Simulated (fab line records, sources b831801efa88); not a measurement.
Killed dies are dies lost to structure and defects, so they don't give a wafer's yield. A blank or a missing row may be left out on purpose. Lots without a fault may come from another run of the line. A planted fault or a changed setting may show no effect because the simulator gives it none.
A struck lot beside a sound one | flow sky130 | 15 steps out of a route of 708
Sound: wafers L645.3, L645.4, L645.6. Struck: wafers L639.3, L639.4, L639.5. The cause comes at the end.
At each step with rows: each side's tool, then ch and its chambers, then its first start. Under that, the readings that differ: sound wafers | struck wafers | difference of the means | sigmas: that difference in standard deviations of wafers without a fault.
alike: readings whose means differ by less than 2 such deviations, and words and numbers that are the same on both sides. not compared: withheld readings, readings that some wafer has no value for, bounds like >300 that may hide the same value, and numbers for which the record gives no deviation and whose values overlap.
The two part at a step that has a row with sigmas, a row that says differs or no value, or rows on one side only. Numbers that don't overlap but have no deviation are shown without sigmas and don't part them. A reading that every wafer of one side lacks parts them only if that side has two wafers or more.

first, 1 step without rows for these wafers: SKY_GATE_OXIDE_OXIDATION_01 (stabilise 600 s, purge 300 s, target thk 10.268 nm).
SKY_GATE_OXIDE_THK_MEAS_02:
  sound on film_metro-03, day 18 23:06; struck on film_metro-04, day 16 06:21
  alike: GATE_OXIDE_OXIDATION_00_THK
then, 7 steps without rows for these wafers: SKY_GATE_OXIDE_DEHYDRATE_03 (time 60 s); SKY_GATE_OXIDE_HMDS_04 (prime time 60 s); SKY_GATE_OXIDE_COAT_05 (resist thk 1140 nm); SKY_GATE_OXIDE_SOFTBAKE_06 (time 58.04 s); SKY_GATE_OXIDE_EXPOSE_07 (exposes mask LVOM, target cd 600 nm); SKY_GATE_OXIDE_PEB_08; SKY_GATE_OXIDE_DEVELOP_09 (develop time 60 s).
SKY_GATE_OXIDE_OVL_MEAS_10:
  sound on overlay-01, day 20 06:00; struck on overlay-01, day 17 09:47
  reading             | sound       | struck        | difference | sigmas
  GATE_OXIDE_OVL (nm) | 1.1 0.0 1.9 | 0.0 -4.3 -1.2 | -2.8       | -2
then, 2 steps without rows for these wafers: SKY_GATE_OXIDE_IMPLANT_11; SKY_GATE_OXIDE_WET_ETCH_12 (etches SiO2 in dHF, target depth 16.8 nm, time 336 s).
SKY_GATE_OXIDE_STRIP_13: strips in O2/N2.
  sound on plasma_asher-02 ch 0,1, day 20 06:19; struck on plasma_asher-02 ch 0,1, day 17 10:06
  no value came back on the struck wafers for any of 6 readings (chamber_pressure_mTorr (mTorr), drypump_motor_current_A (A) and others); on the sound wafers chamber_pressure_mTorr (mTorr) reads 1499.7 1500.6 1498.8
  reading                                         | sound | struck         | difference | sigmas
  model.NOVOLAK_of_GATE_OXIDE_COAT_05.thk_nm (nm) | 0 0 0 | 1141 1140 1141 | +1141      |
  not compared: rf_hours_counter_h
SKY_GATE_OXIDE_TW_MEAS_14:
  sound on film_metro-01, day 20 06:23; struck on film_metro-01, day 17 10:11
  alike: GATE_OXIDE_TW
-- the record jumps here: 31 days lie between the struck wafers' starts before and after (it left off in module GATE_OXIDE and takes up again in module PAD_OPEN, whose first step shown is number 708 of the route) --
SKY_PAD_OPEN_PROBE_99:
  sound on prober-02, day 50 00:47; struck on prober-01, day 48 04:15
  reading             | sound    | struck      | difference | sigmas
  killed_at_front_end | 14 13 10 | 425 435 421 | +415       | +99 or more
  killed_dies         | 94 74 76 | 492 492 492 | +411       | +46
  killed_on_rim       | 21 15 15 | 96 96 96    | +79        | +21
  alike: killed_at_M0_to_M3, killed_at_M4_up, killed_at_contacts, killed_at_other, killed_open, killed_short

WHERE THEY PART
First at SKY_GATE_OXIDE_OVL_MEAS_10; last, within this record, at SKY_PAD_OPEN_PROBE_99.

WHY: what the simulator had put in
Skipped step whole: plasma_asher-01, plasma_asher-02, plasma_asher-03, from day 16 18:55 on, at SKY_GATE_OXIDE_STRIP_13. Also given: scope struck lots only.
